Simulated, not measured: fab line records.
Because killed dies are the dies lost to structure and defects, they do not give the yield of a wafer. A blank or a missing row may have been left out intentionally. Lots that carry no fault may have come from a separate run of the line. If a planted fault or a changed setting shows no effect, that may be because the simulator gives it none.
A single fault, viewed from 2 desks -- flow sky130 -- what lay behind the numbers comes last; until then each desk has only its own

## AT THE TOOL OWNER'S DESK: rie-diel-01
The tool's own readings at SKY_VIA2_ETCH_14 (etches BARC in N2/H2, stops on SiO2, time 45.9 s, target depth 60 nm): means of the sampled wafers that have a number, for each lot that ran on this tool. Marked OUT: a lot whose mean sits more than 4 standard deviations from the usual mean, which makes it out of limits; the brackets give that distance.
Columns: A = bias-w at SKY_VIA2_ETCH_14, usual 100.02 W; B = drypump-motor-current-A at SKY_VIA2_ETCH_14, usual 5.5 A; C = oes-product-au at SKY_VIA2_ETCH_14, usual 0.855 a.u.; D = run-length-s at SKY_VIA2_ETCH_14, usual 74.42 s; E = throttle-valve-pct at SKY_VIA2_ETCH_14, usual 13.225 %
lot,first seen here,A,B,C,D,E
L314,day 36 09:46,100.06,5.6,0.860,74.57,13.217
L321,day 38 15:11,99.94,5.6,0.845,75.42,13.213
L323,day 39 14:59,99.99,5.6,0.844,75.29,13.225
This desk's finding: nothing out of limits on any of the 3 lots.

## AT THE METROLOGY DESK
Lot by lot, what the gauges showed, no matter which tool ran the lot: averages of those sampled wafers that carry a number. Marked OUT: a lot whose mean sits more than 4 standard deviations from the usual mean, which makes it out of limits; the brackets give that distance.
Columns: A = VIA2_BOW at SKY_VIA2_BOW_MEAS_03, usual 86 um; B = cd-nm at SKY_VIA2_CD_MEAS_12, usual 200.0 nm; C = VIA2_OVL at SKY_VIA2_OVL_MEAS_13, usual -2 nm
lot,first seen here,A,B,C
L314,day 35 06:48,81,199.8,0
L321,day 37 13:07,82,200.6,-3
L323,day 38 13:24,75,196.3,-0
L334,day 41 11:35,82,202.1,3
L336,day 42 12:49,86,202.0,3
L337,day 42 21:22,89,198.9,-1
This desk's finding: nothing out of limits on any of the 6 lots.

## ALL TOGETHER
The desk of the tool owner found nothing out of limits.
From the metrology desk's view, nothing was out of limits.

## WHAT THE SIMULATOR HAD PUT IN
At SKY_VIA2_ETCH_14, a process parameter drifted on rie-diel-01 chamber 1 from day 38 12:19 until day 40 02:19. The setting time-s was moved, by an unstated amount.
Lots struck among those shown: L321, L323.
